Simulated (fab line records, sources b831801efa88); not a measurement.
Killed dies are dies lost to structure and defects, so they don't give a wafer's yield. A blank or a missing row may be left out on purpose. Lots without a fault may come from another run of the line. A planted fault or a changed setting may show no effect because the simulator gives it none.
Chamber matching | flow gf180mcu | GF_CONTACT_CMP_04 on cmp-01: 4 sister chambers
The step polishes SiO2. 4 wafers are shown with their chamber, then 10 later ones without.

WAFERS WITH THEIR CHAMBER
wafer  | chamber | motor_current_A (A)
L703.2 | 2       | 11.4
L705.2 | 1       | 11.7
L706.3 | 3       | 15.4
L706.4 | 0       | 14.0

WAFERS WITHOUT THEIR CHAMBER
wafer  | motor_current_A (A)
L706.6 | 15.9
L707.3 | 15.1
L707.4 | 11.4
L707.5 | 15.2
L717.1 | 11.9
L717.3 | 16.0
L717.6 | 11.3
L719.1 | 11.5
L719.2 | 15.6
L719.5 | 12.3

WHICH CHAMBER EACH WENT THROUGH
wafer  | from the rows above     | in truth
L706.6 | 3                       | 3
L707.3 | 3                       | 3
L707.4 | can't be placed: 2 or 1 | 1
L707.5 | 3                       | 3
L717.1 | can't be placed: 1 or 2 | 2
L717.3 | 3                       | 3
L717.6 | can't be placed: 2 or 1 | 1
L719.1 | can't be placed: 2 or 1 | 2
L719.2 | 3                       | 3
L719.5 | can't be placed: 1 or 2 | 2
Placed correctly: 5 of 10. Can't be placed from these rows: 5 (the true chamber is among the candidates in 5). Placed wrongly: 0.
How it was worked out, from the rows above alone: a wafer's distance from a chamber is the root of the sum, over the readings, of the square of ((its reading less the chamber's mean) divided by the reading's scatter). The wafer belongs to the nearest chamber; if the next one is less than 2 further off, it can't be placed. A chamber's mean is the mean of its shown wafers. The scatter: with one shown wafer a chamber, the root of the mean of the squares of how far each hidden wafer lies from its nearest shown one.
